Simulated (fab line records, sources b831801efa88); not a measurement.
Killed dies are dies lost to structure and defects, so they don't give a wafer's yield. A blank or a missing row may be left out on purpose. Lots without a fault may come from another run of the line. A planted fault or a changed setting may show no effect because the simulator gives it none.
fab line records | flow sky130
record lots=5 wafers=15 last_day=49
route steps=708 shown METAL2@493 VIA2@507
lots that met no fault: from a run of the same line without faults
start_h: hours from the record's first day to the start of the lot's first wafer shown | wait_h: hours since the lot's step before | " the same as in the row above | L1.1+2: a row that stands for several wafers | - no value, or no start given | * or withheld: withheld | < > ~ a bound
route shown NAME@n: a module of which the file shows steps, and the number in the route of the first | usual: mean/standard deviation of fault-free wafers | same: alike in all rows | chamber/n: place in a boat | sites: the reading at each site | _std_site: their standard deviation | _edge_site: outer sites' mean less inner sites' | radius_mm: how far each site lies from the wafer's centre | mask NAME#n: copy n | behind: the tool/chamber that last shaped the wafer | hold: why the lot was held/for how many hours/how that ended | device: the transistor (n, p or np) that didn't switch | end of line: the same wafers' tests at the end of the route | a step without rows: its recipe alone | killed: dies lost to structure and defects at the first sort, not the wafer's yield | map: a wafer's dies, x killed, . not, _ none there
set.NAME: the setting as run; set.NAME@STEP: as run at that earlier step | model.NAME: the simulator's own value behind a step, which no gauge read
lots at some steps of the route; a table a step, a row a wafer
services: from which hour (start_h, from the record's first day; less than 0 if before it) a tool's chamber was out of use, for how many hours, and why
## steps
# step SKY_METAL2_COAT_10
# recipe resist=KrF-thick spin_rpm=3000 resist_thk_nm=450
# columns lot.wafer tool chamber start_h wait_h
L074.3+4+6 litho_track-03 0 - -
L077.4+5+6 litho_track-02 0 - -
L078.1+3+6 litho_track-01 0 - -
L091.1+2+3 litho_track-03 0 - -
L092.1+2+5 litho_track-03 0 - -
# step SKY_METAL2_SOFTBAKE_11
# recipe temp_c=100 time_s=90 resist=KrF-thick
# usual heater_power_total_W=57.34/0.12
# columns lot.wafer tool chamber start_h wait_h heater_power_total_W
L074.3 litho_track-03 0 - - 57.23
L074.4 " 0 " " 57.48
L074.6 " 0 " " 57.27
L077.4 litho_track-02 0 - - 57.20
L077.5 " 0 " " 57.43
L077.6 " 0 " " 57.48
L078.1 litho_track-01 0 - - 57.28
L078.3 " 0 " " 57.38
L078.6 " 0 " " 57.29
L091.1 litho_track-03 0 - - 57.47
L091.2 " 0 " " 57.35
L091.3 " 0 " " 57.52
L092.1 litho_track-03 0 - - 57.42
L092.2 " 0 " " 57.24
L092.5 " 0 " " 57.46
# step SKY_METAL2_EXPOSE_12
# recipe mask_id=MM2 na=0.8 source_shape=annular sigma_inner=0.55 sigma_outer=0.85 target_cd_nm=140 dose_mj=28
# same na=0.8
# columns lot.wafer tool chamber start_h wait_h mask
L074.3+4+6 krf_scanner-02 0 - - MM2#0
L077.4+5+6 krf_scanner-02 0 - - MM2#0
L078.1+3+6 krf_scanner-02 0 - - MM2#0
L091.1+2+3 krf_scanner-02 0 - - MM2#0
L092.1+2+5 krf_scanner-01 0 - - MM2#0
# step SKY_METAL2_PEB_13
# recipe peb_temp_c=withheld peb_time_s=withheld resist=KrF-thick
# columns lot.wafer tool chamber start_h wait_h
L074.3+4+6 litho_track-03 0 - -
L077.4+5+6 litho_track-01 0 - -
L078.1+3+6 litho_track-03 0 - -
L091.1+2+3 litho_track-02 0 - -
L092.1+2+5 litho_track-01 0 - -
# step SKY_METAL2_DEVELOP_14
# recipe develop_time_s=60 resist=KrF-thick dev_temp_c=21
# columns lot.wafer tool chamber start_h wait_h
L074.3+4+6 litho_track-03 0 - -
L077.4+5+6 litho_track-01 0 - -
L078.1+3+6 litho_track-03 0 - -
L091.1+2+3 litho_track-02 0 - -
L092.1+2+5 litho_track-01 0 - -
# step SKY_METAL2_CD_MEAS_15
# recipe target_cd_nm=140
# usual cd_nm=140.0/1.6
# columns lot.wafer tool chamber start_h wait_h cd_nm
L074.3 cd_sem-01 - 830.46 - 136.3
L074.4 " - " " 138.4
L074.6 " - " " 138.5
L077.4 cd_sem-01 - 843.20 - 137.0
L077.5 " - " " 138.4
L077.6 " - " " 138.4
L078.1 cd_sem-02 - 850.67 - 139.9
L078.3 " - " " 140.3
L078.6 " - " " 138.3
L091.1 cd_sem-01 - 944.77 - 139.8
L091.2 " - " " 137.2
L091.3 " - " " 139.1
L092.1 cd_sem-02 - 945.74 - 141.6
L092.2 " - " " 142.9
L092.5 " - " " 142.2
# step SKY_METAL2_OVL_MEAS_16
# usual METAL2_OVL=-1/5.4
# columns lot.wafer tool chamber start_h wait_h METAL2_OVL[nm]
L074.3 overlay-01 - 830.55 0.1 -1
L074.4 " - " " 3
L074.6 " - " " 1
L077.4 overlay-02 - 843.28 0.1 4
L077.5 " - " " 2
L077.6 " - " " 4
L078.1 overlay-01 - 850.79 0.1 -1
L078.3 " - " " 0
L078.6 " - " " -3
L091.1 overlay-02 - 944.89 0.1 -7
L091.2 " - " " -4
L091.3 " - " " -3
L092.1 overlay-01 - 945.86 0.1 -4
L092.2 " - " " -6
L092.5 " - " " -3
# step SKY_METAL2_DESCUM_17
# recipe chemistry=O2 source_power_w=150 bias_power_w=0 pressure_mtorr=10 temp_c=40 time_s=8
# usual drypump_motor_current_A=5.8/0.51 oes_product_au=0.998/0.011
# columns lot.wafer tool chamber start_h wait_h drypump_motor_current_A oes_product_au rf_hours_counter_h
L074.3 rie_metal-02 0 830.59 0.0 6.7 0.997 -
L074.4 " 0 " " 6.7 1.000 -
L074.6 " 0 " " 6.7 0.998 -
L077.4 rie_metal-02 0 843.33 0.0 6.7 0.992 -
L077.5 " 0 " " 6.7 1.002 -
L077.6 " 0 " " 6.7 0.997 -
L078.1 rie_metal-01 0 850.82 0.0 5.7 1.005 4
L078.3 " 1 " " 5.9 1.000 -
L078.6 " 1 " " 5.9 0.999 -
L091.1 rie_metal-03 1 944.93 0.0 5.1 1.019 3
L091.2 " 0 " " 5.6 0.989 10
L091.3 " 1 " " 5.1 1.018 -
L092.1 rie_metal-03 0 945.89 0.0 5.6 0.990 11
L092.2 " 1 " " 5.1 1.021 3
L092.5 " 1 " " 5.1 1.020 -
# step SKY_METAL2_ETCH_18
# recipe chemistry=N2/H2 target=BARC ion_energy_ev=203.4 bias_w=100 pressure_mtorr=30 n2_flow_sccm=100 h2_flow_sccm=200 icp_w=500 stop_on=SiO2 time_s=45.9 target_depth_a=600
# usual bias_w=100.0/0.32 drypump_motor_current_A=5.8/0.5 oes_product_au=0.854/0.0049 throttle_valve_pct=13.224/0.0086
# columns lot.wafer tool chamber start_h wait_h bias_w drypump_motor_current_A oes_product_au rf_hours_counter_h throttle_valve_pct
L074.3 rie_metal-02 0 830.68 0.1 100.2 6.7 0.855 - 13.216
L074.4 " 0 " " 100.4 6.7 0.854 - 13.222
L074.6 " 0 " " 100.0 6.7 0.851 - 13.224
L077.4 rie_metal-02 0 843.42 0.1 99.9 6.7 0.862 - 13.228
L077.5 " 0 " " 100.0 6.7 0.856 - 13.246
L077.6 " 0 " " 100.1 6.7 0.856 - 13.234
L078.1 rie_metal-01 0 850.85 0.0 99.4 5.7 0.861 4 13.222
L078.3 " 1 " " 100.1 5.9 0.850 - 13.214
L078.6 " 1 " " 99.9 5.8 0.851 - 13.215
L091.1 rie_metal-03 1 944.96 0.0 99.8 5.1 0.856 3 13.231
L091.2 " 0 " " 99.8 5.6 0.852 10 13.220
L091.3 " 1 " " 99.7 5.1 0.848 - 13.230
L092.1 rie_metal-03 0 945.93 0.0 100.1 5.6 0.850 11 13.231
L092.2 " 1 " " 100.6 5.1 0.859 3 13.220
L092.5 " 1 " " 100.0 5.1 0.849 - 13.215
# step SKY_METAL2_METAL_ETCH_19
# recipe target_depth_a=3600 stop_on=SiO2 over_etch_frac=0.3 time_s=78 chemistry=Cl2/BCl3 resist_sidewall_deg=88 pressure_mtorr=10 icp_w=900 bias_w=48.5 Cl2_flow_sccm=60 bcl3_flow_sccm=30
# usual bias_w=48.48/0.15 drypump_motor_current_A=5.8/0.51 oes_product_au=0.854/0.006 throttle_valve_pct=22.264/0.0083
# columns lot.wafer tool chamber start_h wait_h bias_w drypump_motor_current_A oes_product_au rf_hours_counter_h throttle_valve_pct
L074.3 rie_metal-02 0 830.82 0.1 48.27 6.7 0.848 - 22.274
L074.4 " 0 " " 48.45 6.7 0.845 - 22.265
L074.6 " 0 " " 48.29 6.7 0.847 - 22.263
L077.4 rie_metal-02 0 843.57 0.1 48.27 6.7 0.864 - 22.291
L077.5 " 0 " " 48.35 6.7 0.856 - 22.262
L077.6 " 0 " " 48.63 6.7 0.857 - 22.263
L078.1 rie_metal-01 0 850.92 0.0 48.37 5.7 0.856 4 22.273
L078.3 " 1 " " 48.32 5.9 0.861 - 22.264
L078.6 " 1 " " 48.59 5.9 0.856 - 22.260
L091.1 rie_metal-03 1 945.02 0.0 48.46 5.1 0.853 3 22.268
L091.2 " 0 " " 48.60 5.6 0.856 10 22.261
L091.3 " 1 " " 48.40 5.1 0.856 - 22.263
L092.1 rie_metal-03 0 945.99 0.0 48.31 5.6 0.861 11 22.259
L092.2 " 1 " " 48.54 5.1 0.859 3 22.274
L092.5 " 1 " " 48.46 5.1 0.852 - 22.266
# step SKY_METAL2_STRIP_20
# recipe chemistry=O2/N2 power_w=1400 pressure_mtorr=1500 platen_temp_c=withheld o2_flow_sccm=3000 n2_flow_sccm=300 overash_fraction=0.5
# usual drypump_motor_current_A=5.9/0.31 oes_product_au=0.343/0.0049 strip_time_to_endpoint_s=2.70/0.053
# columns lot.wafer tool chamber start_h wait_h drypump_motor_current_A oes_product_au rf_hours_counter_h strip_time_to_endpoint_s
L074.3 plasma_asher-03 1 830.97 0.1 5.9 0.349 - 2.73
L074.4 " 0 " " 6.2 0.345 - 2.71
L074.6 " 0 " " 6.2 0.345 - 2.71
L077.4 plasma_asher-03 0 843.70 0.1 6.2 0.344 - 2.70
L077.5 " 1 " " 5.9 0.346 - 2.75
L077.6 " 0 " " 6.1 0.344 - 2.74
L078.1 plasma_asher-03 1 851.01 0.1 6.0 0.343 72 2.70
L078.3 " 0 " " 6.1 0.345 - 2.71
L078.6 " 0 " " 6.2 0.349 - 2.69
L091.1 plasma_asher-02 0 945.11 0.1 6.4 0.328 21 2.61
L091.2 " 1 " " 5.5 0.348 21 2.74
L091.3 " 0 " " 6.4 0.332 - 2.60
L092.1 plasma_asher-01 0 946.08 0.1 5.7 0.340 46 2.68
L092.2 " 1 " " 5.7 0.339 46 2.57
L092.5 " 1 " " 5.7 0.342 - 2.59
# step SKY_METAL2_STRIP_21
# recipe chemistry=post_etch_residue_remover time_s=1200 temp_c=72.5
# columns lot.wafer tool chamber start_h wait_h
L074.3+4+6 wet_bench-03 2 831.04 0.0
L077.4+5+6 wet_bench-03 2 843.76 0.0
L078.1+3+6 wet_bench-02 3 851.11 0.1
L091.1+2+3 wet_bench-04 0 945.21 0.1
L092.1+2+5 wet_bench-03 0 946.18 0.1
# step SKY_METAL2_CLEAN_22
# recipe chemistry=IPA time_s=180 temp_c=25
# columns lot.wafer tool chamber start_h wait_h
L074.3+4+6 wet_bench-04 0 831.38 0.0
L077.4+5+6 wet_bench-02 3 844.11 0.0
L078.1+3+6 wet_bench-03 2 851.51 0.0
L091.1+2+3 wet_bench-03 2 945.58 0.0
L092.1+2+5 wet_bench-02 1 946.52 0.0
# step SKY_METAL2_CLEAN_23
# recipe chemistry=O3/DIW dry=n2_spin
# columns lot.wafer tool chamber start_h wait_h
L074.3+4+6 wet_bench-02 0 831.44 0.0
L077.4+5+6 wet_bench-03 0 844.17 0.0
L078.1+3+6 wet_bench-04 3 851.57 0.0
L091.1+2+3 wet_bench-02 0 945.64 0.0
L092.1+2+5 wet_bench-03 3 946.58 0.0
# step SKY_VIA2_HDPCVD_00
# recipe material=SiO2 target_thk_nm=1180 sigma_open_frac=0.3 time_s=196.7 temp_c=400 sih4_flow_sccm=60 pressure_mtorr=6
# columns lot.wafer tool chamber start_h wait_h
L074.3+4+6 hdpcvd-02 1,2,1 831.54 0.0
L077.4+5+6 hdpcvd-02 1,0,2 844.32 0.1
L078.1+3+6 hdpcvd-01 2,0,1 851.66 0.0
L091.1+2+3 hdpcvd-02 1,2,0 945.73 0.0
L092.1+2+5 hdpcvd-02 2,1,0 946.67 0.0
# step SKY_VIA2_THK_MEAS_01
# recipe reads=SiO2_of_VIA2_HDPCVD_00
# usual VIA2_HDPCVD_THK=1185/13
# columns lot.wafer tool chamber start_h wait_h VIA2_HDPCVD_THK[nm]
L074.3 film_metro-02 - 831.69 0.1 1160
L074.4 " - " " 1193
L074.6 " - " " 1173
L077.4 film_metro-04 - 844.42 0.0 1178
L077.5 " - " " 1164
L077.6 " - " " 1184
L078.1 film_metro-02 - 851.79 0.1 1184
L078.3 " - " " 1181
L078.6 " - " " 1181
L091.1 film_metro-04 - 945.86 0.1 1187
L091.2 " - " " 1203
L091.3 " - " " 1180
L092.1 film_metro-04 - 946.80 0.1 1188
L092.2 " - " " 1175
L092.5 " - " " 1178
# step SKY_VIA2_CMP_02
# recipe material=SiO2 down_force_psi=4 platen_rpm=60 pad_velocity_m_s=0.94248
# usual motor_current_A=11.9/1.4 retaining_ring_pressure_frac=1.000/0.0046
# columns lot.wafer tool chamber start_h wait_h motor_current_A retaining_ring_pressure_frac
L074.4 cmp-01 1 831.78 0.1 12.2 1.000
L074.3 " 2 " " 9.5 0.999
L074.6 " 0 " " 12.9 1.006
L077.4 cmp-01 3 844.60 0.2 13.5 0.997
L077.6 " 0 " " 12.2 0.994
L077.5 " 1 " " 12.6 0.994
L078.3 cmp-01 3 851.90 0.1 12.7 1.000
L078.1 " 0 " " 12.2 0.995
L078.6 " 3 " " 11.9 1.001
L091.1 cmp-02 2 945.92 0.1 12.6 1.005
L091.2 " 3 " " 10.4 0.996
L091.3 " 1 " " 15.0 0.997
L092.1 cmp-02 2 947.17 0.4 12.0 1.013
L092.2 " 0 " " 10.8 1.002
L092.5 " 2 " " 12.8 1.004
# step SKY_VIA2_BOW_MEAS_03
# recipe mode=bow
# usual VIA2_BOW=85/6.6
# columns lot.wafer tool chamber start_h wait_h VIA2_BOW[um]
L074.3 film_metro-02 - 832.07 0.2 90
L074.4 " - " " 84
L074.6 " - " " 88
L077.4 film_metro-04 - 844.81 0.2 70
L077.5 " - " " 75
L077.6 " - " " 96
L078.1 film_metro-03 - 852.15 0.1 88
L078.3 " - " " 92
L078.6 " - " " 82
L091.1 film_metro-03 - 946.22 0.2 89
L091.2 " - " " 84
L091.3 " - " " 93
L092.1 film_metro-03 - 947.42 0.2 86
L092.2 " - " " 84
L092.5 " - " " 94
# step SKY_VIA2_DEHYDRATE_04
# recipe temp_c=200 time_s=60
# usual heater_power_total_W=160.36/0.12
# columns lot.wafer tool chamber start_h wait_h heater_power_total_W
L074.3 litho_track-04 0 843.66 11.6 160.20
L074.4 " 0 " " 160.35
L074.6 " 0 " " 160.38
L077.4 litho_track-01 0 857.26 12.4 160.19
L077.5 " 0 " " 160.31
L077.6 " 0 " " 160.29
L078.1 litho_track-01 0 864.44 12.3 160.46
L078.3 " 0 " " 160.24
L078.6 " 0 " " 160.27
L091.1 litho_track-02 0 957.87 11.6 160.34
L091.2 " 0 " " 160.50
L091.3 " 0 " " 160.35
L092.1 litho_track-04 0 959.51 12.1 160.28
L092.2 " 0 " " 160.51
L092.5 " 0 " " 160.26
# step SKY_VIA2_HMDS_05
# recipe prime_time_s=60 prime_temp_c=120
# columns lot.wafer tool chamber start_h wait_h
L074.3+4+6 litho_track-04 0 843.81 0.1
L077.4+5+6 litho_track-01 0 857.41 0.1
L078.1+3+6 litho_track-01 0 864.59 0.1
L091.1+2+3 litho_track-02 0 958.02 0.1
L092.1+2+5 litho_track-04 0 959.66 0.1
# step SKY_VIA2_COAT_06
# recipe resist=BARC temp_c=withheld time_s=withheld spin_rpm=3000 resist_thk_nm=60
# columns lot.wafer tool chamber start_h wait_h
L074.3+4+6 litho_track-04 0 843.96 0.1
L077.4+5+6 litho_track-01 0 857.56 0.1
L078.1+3+6 litho_track-01 0 864.74 0.1
L091.1+2+3 litho_track-02 0 958.17 0.1
L092.1+2+5 litho_track-04 0 959.81 0.1
# step SKY_VIA2_COAT_07
# recipe resist=KrF-thick spin_rpm=3000 resist_thk_nm=450
# columns lot.wafer tool chamber start_h wait_h
L074.3+4+6 litho_track-04 0 - -
L077.4+5+6 litho_track-01 0 - -
L078.1+3+6 litho_track-01 0 - -
L091.1+2+3 litho_track-02 0 - -
L092.1+2+5 litho_track-04 0 - -
# step SKY_VIA2_SOFTBAKE_08
# recipe temp_c=100 time_s=90 resist=KrF-thick
# usual heater_power_total_W=57.32/0.12
# columns lot.wafer tool chamber start_h wait_h heater_power_total_W
L074.3 litho_track-04 0 - - 57.33
L074.4 " 0 " " 57.25
L074.6 " 0 " " 57.52
L077.4 litho_track-01 0 - - 57.33
L077.5 " 0 " " 57.41
L077.6 " 0 " " 57.36
L078.1 litho_track-01 0 - - 57.44
L078.3 " 0 " " 57.34
L078.6 " 0 " " 57.27
L091.1 litho_track-02 0 - - 57.24
L091.2 " 0 " " 57.17
L091.3 " 0 " " 57.23
L092.1 litho_track-04 0 - - 57.19
L092.2 " 0 " " 57.18
L092.5 " 0 " " 57.50
# step SKY_VIA2_EXPOSE_09
# recipe mask_id=VIM2 na=0.8 source_shape=annular sigma_inner=0.55 sigma_outer=0.85 target_cd_nm=200 dose_mj=38
# same na=0.8
# columns lot.wafer tool chamber start_h wait_h mask
L074.3+4+6 krf_scanner-01 0 - - VIM2#0
L077.4+5+6 krf_scanner-01 0 - - VIM2#0
L078.1+3+6 krf_scanner-02 0 - - VIM2#0
L091.1+2+3 krf_scanner-02 0 - - VIM2#0
L092.1+2+5 krf_scanner-02 0 - - VIM2#0
# step SKY_VIA2_PEB_10
# recipe peb_temp_c=withheld peb_time_s=withheld resist=KrF-thick
# columns lot.wafer tool chamber start_h wait_h
L074.3+4+6 litho_track-01 0 - -
L077.4+5+6 litho_track-04 0 - -
L078.1+3+6 litho_track-04 0 - -
L091.1+2+3 litho_track-04 0 - -
L092.1+2+5 litho_track-01 0 - -
# step SKY_VIA2_DEVELOP_11
# recipe develop_time_s=60 resist=KrF-thick dev_temp_c=21
# columns lot.wafer tool chamber start_h wait_h
L074.3+4+6 litho_track-01 0 - -
L077.4+5+6 litho_track-04 0 - -
L078.1+3+6 litho_track-04 0 - -
L091.1+2+3 litho_track-04 0 - -
L092.1+2+5 litho_track-01 0 - -
# step SKY_VIA2_CD_MEAS_12
# recipe target_cd_nm=200
# usual cd_nm=200.0/1.5
# columns lot.wafer tool chamber start_h wait_h cd_nm
L074.3 cd_sem-01 - 857.23 - 199.7
L074.4 " - " " 198.5
L074.6 " - " " 199.1
L077.4 cd_sem-02 - 870.22 - 199.1
L077.5 " - " " 199.2
L077.6 " - " " 199.7
L078.1 cd_sem-01 - 878.16 - 201.8
L078.3 " - " " 200.3
L078.6 " - " " 201.0
L091.1 cd_sem-02 - 970.51 - 198.6
L091.2 " - " " 196.5
L091.3 " - " " 197.5
L092.1 cd_sem-01 - 972.14 - 203.4
L092.2 " - " " 201.8
L092.5 " - " " 201.4
# step SKY_VIA2_OVL_MEAS_13
# usual VIA2_OVL=0/6.2
# columns lot.wafer tool chamber start_h wait_h VIA2_OVL[nm]
L074.3 overlay-02 - 857.32 0.1 -1
L074.4 " - " " -2
L074.6 " - " " -1
L077.4 overlay-01 - 870.30 0.1 7
L077.5 " - " " -1
L077.6 " - " " 7
L078.1 overlay-02 - 878.28 0.1 -1
L078.3 " - " " -6
L078.6 " - " " -6
L091.1 overlay-01 - 970.63 0.1 -1
L091.2 " - " " 4
L091.3 " - " " 6
L092.1 overlay-01 - 972.26 0.1 1
L092.2 " - " " 5
L092.5 " - " " -1
# step SKY_VIA2_ETCH_14
# recipe chemistry=N2/H2 target=BARC ion_energy_ev=200 source_w=500 bias_w=100 pressure_mtorr=30 n2_flow_sccm=100 h2_flow_sccm=200 stop_on=SiO2 time_s=45.9 target_depth_a=600
# usual bias_w=100.0/0.3 drypump_motor_current_A=5.6/0.48 oes_product_au=0.854/0.0042 throttle_valve_pct=13.225/0.0083
# columns lot.wafer tool chamber start_h wait_h bias_w drypump_motor_current_A oes_product_au rf_hours_counter_h throttle_valve_pct
L074.3 rie_diel-02 1 857.34 0.0 100.2 6.2 0.846 10 13.218
L074.4 " 2 " " 99.7 5.8 0.859 20 13.241
L074.6 " 3 " " 100.2 5.4 0.858 - 13.223
L077.4 rie_diel-04 3 870.32 0.0 99.4 5.8 0.852 25 13.215
L077.5 " 3 " " 99.3 5.8 0.852 - 13.240
L077.6 " 0 " " 100.3 5.6 0.846 - 13.225
L078.1 rie_diel-02 3 878.32 0.0 99.8 5.4 0.853 3 13.209
L078.3 " 1 " " 100.4 6.2 0.859 11 13.228
L078.6 " 2 " " 100.2 5.8 0.855 - 13.226
L091.1 rie_diel-02 2 970.67 0.0 99.8 5.8 0.850 24 13.224
L091.2 " 1 " " 100.0 6.2 0.852 14 13.227
L091.3 " 3 " " 99.9 5.4 0.849 6 13.230
L092.1 rie_diel-01 1 972.30 0.0 100.1 6.4 0.859 12 13.238
L092.2 " 3 " " 100.2 4.9 0.849 10 13.222
L092.5 " 1 " " 100.2 6.3 0.849 - 13.223
# step SKY_VIA2_ETCH_15
# recipe target=SiO2 chemistry=C4F8/O2/Ar target_depth_nm=546 stop_on=TiN mask_material=KrF-thick source_w=1485 bias_w=1200 pressure_mtorr=40 c4f8_flow_sccm=withheld O2_flow_sccm=6 Ar_flow_sccm=300 time_s=84
# usual bias_w=1200/3.5 oes_product_au=0.939/0.0044
# columns lot.wafer tool chamber start_h wait_h bias_w oes_product_au rf_hours_counter_h
L074.3 rie_diel-02 1 857.39 0.0 1205 0.936 10
L074.4 " 2 " " 1202 0.945 20
L074.6 " 3 " " 1194 0.944 -
L077.4 rie_diel-04 3 870.36 0.0 1200 0.943 25
L077.5 " 3 " " 1204 0.945 -
L077.6 " 0 " " 1193 0.941 -
L078.1 rie_diel-02 3 878.36 0.0 1205 0.934 3
L078.3 " 1 " " 1203 0.939 11
L078.6 " 2 " " 1203 0.927 -
L091.1 rie_diel-02 2 970.71 0.0 1201 0.936 24
L091.2 " 1 " " 1203 0.931 14
L091.3 " 3 " " 1201 0.941 6
L092.1 rie_diel-01 1 972.34 0.0 1200 0.944 12
L092.2 " 3 " " 1208 0.933 10
L092.5 " 1 " " 1205 0.934 -
# step SKY_VIA2_STRIP_16
# recipe chemistry=O2/N2 power_w=1400 pressure_mtorr=1500 platen_temp_c=withheld o2_flow_sccm=3000 n2_flow_sccm=300 overash_fraction=0.5
# usual drypump_motor_current_A=5.90/0.26 oes_product_au=0.399/0.0049 strip_time_to_endpoint_s=4.068/0.03
# columns lot.wafer tool chamber start_h wait_h drypump_motor_current_A oes_product_au rf_hours_counter_h strip_time_to_endpoint_s
L074.3 plasma_asher-04 1 857.48 0.1 5.97 0.397 - 4.112
L074.4 " 0 " " 6.06 0.404 - 4.108
L074.6 " 0 " " 6.07 0.399 - 4.068
L077.4 plasma_asher-02 0 870.45 0.1 6.39 0.411 - 4.072
L077.5 " 1 " " 5.53 0.389 - 4.077
L077.6 " 0 " " 6.37 0.399 - 4.043
L078.1 plasma_asher-02 0 878.42 0.0 6.38 0.397 14 4.079
L078.3 " 1 " " 5.53 0.403 - 4.128
L078.6 " 0 " " 6.37 0.393 - 4.104
L091.1 plasma_asher-02 1 970.77 0.0 5.51 0.396 24 4.052
L091.2 " 0 " " 6.39 0.402 24 4.098
L091.3 " 0 " " 6.37 0.406 - 4.051
L092.1 plasma_asher-01 1 972.40 0.0 5.71 0.396 48 4.042
L092.2 " 0 " " 5.72 0.395 48 4.095
L092.5 " 0 " " 5.70 0.398 - 4.039
# step SKY_VIA2_STRIP_17
# recipe chemistry=post_etch_residue_remover time_s=1200 temp_c=72.5
# columns lot.wafer tool chamber start_h wait_h
L074.3+4+6 wet_bench-04 1 857.55 0.0
L077.4+5+6 wet_bench-02 1 870.52 0.0
L078.1+3+6 wet_bench-01 3 878.52 0.1
L091.1+2+3 wet_bench-02 0 970.87 0.1
L092.1+2+5 wet_bench-04 3 972.50 0.1
# step SKY_VIA2_CLEAN_18
# recipe chemistry=IPA time_s=180 temp_c=25
# columns lot.wafer tool chamber start_h wait_h
L074.3+4+6 wet_bench-01 1 857.89 0.0
L077.4+5+6 wet_bench-01 3 871.20 0.0
L078.1+3+6 wet_bench-02 0 878.89 0.0
L091.1+2+3 wet_bench-01 3 971.21 0.0
L092.1+2+5 wet_bench-02 2 972.87 0.0
# step SKY_VIA2_CLEAN_19
# recipe chemistry=O3/DIW dry=n2_spin
# columns lot.wafer tool chamber start_h wait_h
L074.3+4+6 wet_bench-02 1 857.95 0.0
L077.4+5+6 wet_bench-02 2 871.26 0.0
L078.1+3+6 wet_bench-04 1 879.01 0.0
L091.1+2+3 wet_bench-02 0 971.28 0.0
L092.1+2+5 wet_bench-02 3 972.93 0.0
# step SKY_VIA2_SPUTTER_20
# recipe material=TiN target_thk_nm=20 chamber_pressure_pa=5 power_w=4000 time_s=80
# usual throttle_valve_pct=30.2/1.2
# columns lot.wafer tool chamber start_h wait_h throttle_valve_pct
L074.3 pvd_sputter-03 - 858.17 0.0 28.5
L074.4 " - " " 31.1
L074.6 " - " " 30.8
L077.4 pvd_sputter-02 - 871.45 0.0 28.5
L077.5 " - " " 28.5
L077.6 " - " " 32.4
L078.1 pvd_sputter-02 - 879.10 0.0 32.0
L078.3 " - " " 28.3
L078.6 " - " " 32.0
L091.1 pvd_sputter-03 - 971.37 0.0 31.2
L091.2 " - " " 30.1
L091.3 " - " " 30.7
L092.1 pvd_sputter-04 - 973.02 0.0 30.6
L092.2 " - " " 31.2
L092.5 " - " " 31.5
# step SKY_VIA2_CVD_21
# recipe material=W target_thk_nm=420 time_s=126.4 temp_c=400 pressure_torr=40
# usual heater_power_w=869/69
# columns lot.wafer tool chamber start_h wait_h heater_power_w
L074.3 cvd_w-01 1 858.27 0.1 876
L074.4 " 0 " " 861
L074.6 " 1 " " 899
L077.4 cvd_w-01 1 871.55 0.1 906
L077.5 " 1 " " 884
L077.6 " 0 " " 904
L078.1 cvd_w-02 1 879.16 0.0 835
L078.3 " 1 " " 822
L078.6 " 1 " " 822
L091.1 cvd_w-02 0 971.43 0.0 924
L091.2 " 1 " " 730
L091.3 " 0 " " 905
L092.1 cvd_w-02 1 973.08 0.0 746
L092.2 " 0 " " 932
L092.5 " 0 " " 908
# step SKY_VIA2_RS_MEAS_22
# recipe thk_meas_gauge=four-point-probe reads=W_of_VIA2_CVD_21+TiN_of_VIA2_SPUTTER_20
# usual VIA2_W_RS=0.272/0.0032
# columns lot.wafer tool chamber start_h wait_h VIA2_W_RS[ohm/sq]
L074.3 film_metro-02 - 858.40 0.1 0.272
L074.4 " - " " 0.276
L074.6 " - " " 0.273
L077.4 film_metro-03 - 871.70 0.1 0.269
L077.5 " - " " 0.268
L077.6 " - " " 0.274
L078.1 film_metro-03 - 879.42 0.2 0.272
L078.3 " - " " 0.270
L078.6 " - " " 0.271
L091.1 film_metro-02 - 971.56 0.1 0.271
L091.2 " - " " 0.268
L091.3 " - " " 0.271
L092.1 film_metro-02 - 973.22 0.1 0.270
L092.2 " - " " 0.271
L092.5 " - " " 0.274
# step SKY_VIA2_THK_MEAS_23
# recipe thk_meas_gauge=xrf reads=W_of_VIA2_CVD_21
# usual VIA2_W_THK=439/7.1
# columns lot.wafer tool chamber start_h wait_h VIA2_W_THK[nm]
L074.3 film_metro-02 - 858.50 0.1 445
L074.4 " - " " 437
L074.6 " - " " 442
L077.4 film_metro-03 - 871.79 0.1 446
L077.5 " - " " 445
L077.6 " - " " 435
L078.1 film_metro-03 - 879.54 0.1 440
L078.3 " - " " 445
L078.6 " - " " 441
L091.1 film_metro-02 - 971.68 0.1 441
L091.2 " - " " 443
L091.3 " - " " 441
L092.1 film_metro-02 - 973.34 0.1 443
L092.2 " - " " 441
L092.5 " - " " 438
# step SKY_VIA2_CMP_24
# recipe stop_on=SiO2 t_overpolish_s=20 down_force_psi=3.5 platen_rpm=60 target_thk_nm=0 pad_velocity_m_s=0.94248
# usual motor_current_A=11.1/1.4 overpolish_run_s=19.999/0.0096 retaining_ring_pressure_frac=1.000/0.0048 time_to_endpoint_s=100/4.6
# columns lot.wafer tool chamber start_h wait_h motor_current_A overpolish_run_s retaining_ring_pressure_frac time_to_endpoint_s
L074.3 cmp-02 1 858.59 0.1 13.1 20.011 1.006 106
L074.4 " 3 " " 9.8 19.994 1.006 104
L074.6 " 1 " " 13.9 19.981 1.003 104
L077.4 cmp-02 1 871.92 0.1 13.9 20.012 1.003 104
L077.6 " 3 " " 10.3 20.001 0.985 102
L077.5 " 0 " " 10.3 20.024 1.013 99
L078.3 cmp-01 2 879.60 0.0 8.7 19.991 0.996 98
L078.1 " 3 " " 12.1 20.010 0.998 105
L078.6 " 3 " " 11.6 19.994 0.998 106
L091.2 cmp-01 3 971.74 0.0 11.4 20.000 1.004 100
L091.1 " 0 " " 11.5 19.985 1.003 92
L091.3 " 2 " " 8.8 20.011 1.011 96
L092.2 cmp-02 3 973.50 0.1 9.9 19.997 0.997 101
L092.1 " 0 " " 10.5 20.007 0.993 100
L092.5 " 1 " " 13.7 19.997 0.994 99
## services
# columns tool chamber start_h hours kind
krf_scanner-02 - 794.93 1.3 pm
plasma_asher-02 - 813.79 2.2 repair
krf_scanner-02 - 814.48 1.0 pm
cmp-01 - 814.65 0.2 repair
rie_metal-02 1 825.42 20.6 repair
cmp-02 - 834.68 5.2 pm
krf_scanner-02 - 849.92 4.4 pm
cmp-02 - 850.21 0.8 repair
rie_diel-02 - 853.64 2.8 pm
krf_scanner-02 - 857.98 0.8 pm
wet_bench-04 - 858.83 0.9 repair
rie_metal-02 - 874.85 1.4 pm
rie_metal-03 1 876.53 11.0 repair
cmp-02 - 887.40 0.2 repair
rie_metal-03 0 897.82 10.2 repair
rie_diel-02 - 903.82 2.1 repair
rie_metal-02 0 909.89 3.1 repair
cmp-02 - 912.48 4.0 pm
cmp-01 - 924.23 5.0 repair
rie_diel-02 0 934.14 39.1 repair
cmp-01 - 936.58 2.3 repair
cmp-01 - 942.03 5.7 pm
cmp-01 - 948.46 5.9 pm
krf_scanner-02 - 970.83 1.3 pm
## key
fault none
